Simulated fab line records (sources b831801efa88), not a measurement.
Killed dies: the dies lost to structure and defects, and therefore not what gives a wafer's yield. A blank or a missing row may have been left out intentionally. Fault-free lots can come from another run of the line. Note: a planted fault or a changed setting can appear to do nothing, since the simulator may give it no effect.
Shared-tool check -- flow sky130 -- Lots sampled 11, wafers sampled 33

== WHY THIS WAS OPENED ==
At SKY_LDD_HVN_TW_MEAS_10 the reading LDD_HVN_TW is flagged on 1 of 11 lots. Fault-free wafers read 1428, with a standard deviation of 19.
Rule: flag the lot when none of its wafers has a number, or when each of its wafers that has one lies beyond 4 standard deviations from that mean. The rest of the lots are taken to be sound.

lot,measured,on,"LDD_HVN_TW, wafer by wafer",flag
L692,day 21 16:14,film-metro-03,1408 1404 1414,
L691,day 21 16:29,film-metro-02,1456 1460 1455,
L694,day 22 01:11,film-metro-04,1422 1417 1421,
L693,day 22 01:47,film-metro-03,1412 1407 1407,
L696,day 22 08:33,film-metro-04,1425 1429 1424,
L697,day 23 02:56,film-metro-02,1449 1450 1458,
L698,day 23 19:08,film-metro-04,1403 1416 1412,
L701,day 24 23:13,film-metro-03,1416 1414 1417,
L702,day 24 23:37,film-metro-03,1413 1413 1417,
L703,day 25 07:41,film-metro-02,1442 1435 1449,
L706,day 26 14:47,film-metro-02,31 31 31,FLAGGED
The numbers of the flagged lots are 31 on average: -1397 against the usual, or -74 standard deviations.

== WHICH TOOL EACH LOT WENT THROUGH ==
The record holds 1 process step before the reading, out of a route of 708 steps. In each cell: the tool, then ch and the chambers that the sampled wafers went through, then the start.
lot,flag,SKY_LDD_HVN_EXPOSE_04
L692,,"iline-stepper-02 ch 0, day 21 00:29"
L691,,"iline-stepper-01 ch 0, day 21 00:43"
L694,,"iline-stepper-02 ch 0, day 21 09:59"
L693,,"iline-stepper-02 ch 0, day 21 10:35"
L696,,"iline-stepper-02 ch 0, day 21 17:17"
L697,,"iline-stepper-01 ch 0, day 22 10:41"
L698,,"iline-stepper-02 ch 0, day 23 05:01"
L701,,"iline-stepper-02 ch 0, day 24 08:50"
L702,,"iline-stepper-02 ch 0, day 24 09:17"
L703,,"iline-stepper-02 ch 0, day 24 17:31"
L706,FLAGGED,"iline-stepper-01 ch 0, day 26 00:27"
These steps, and what they do:
- SKY_LDD_HVN_EXPOSE_04: exposes mask HVNTM, target cd 700 nm.
- SKY_LDD_HVN_TW_MEAS_10

== FLAGGED OVER TOTAL, TOOL BY TOOL (the gauges that took the reading come last) ==
step,tool,lots run,flagged,share of the flagged lots,sound lots run after its first flagged lot
SKY_LDD_HVN_EXPOSE_04,iline-stepper-01,3,1,all,0
SKY_LDD_HVN_EXPOSE_04,iline-stepper-02,8,0,none,-
SKY_LDD_HVN_TW_MEAS_10,film-metro-02,4,1,all,0
SKY_LDD_HVN_TW_MEAS_10,film-metro-03,4,0,none,-
SKY_LDD_HVN_TW_MEAS_10,film-metro-04,3,0,none,-

== THE TABLE: WHAT IT ALLOWS ==
Every flagged lot went through 2 rows of the table: iline-stepper-01 at SKY_LDD_HVN_EXPOSE_04 and film-metro-02 at SKY_LDD_HVN_TW_MEAS_10.
- iline-stepper-01 at SKY_LDD_HVN_EXPOSE_04: 1 of its 3 lots flagged. Last sound lot L697 at day 22 10:41, first flagged lot L706 at day 26 00:27; a fault beginning in between fits.
- film-metro-02 at SKY_LDD_HVN_TW_MEAS_10: 1 of its 4 lots flagged. Last sound lot L703 at day 25 07:41, first flagged lot L706 at day 26 14:47; a fault beginning in between fits.
These 2 tools cannot be told apart by counting lots, since each of them fits a fault that started at some hour. More lots, or a look at what each step does to the wafer, might.

== WHAT THE SIMULATOR HAD INSERTED ==
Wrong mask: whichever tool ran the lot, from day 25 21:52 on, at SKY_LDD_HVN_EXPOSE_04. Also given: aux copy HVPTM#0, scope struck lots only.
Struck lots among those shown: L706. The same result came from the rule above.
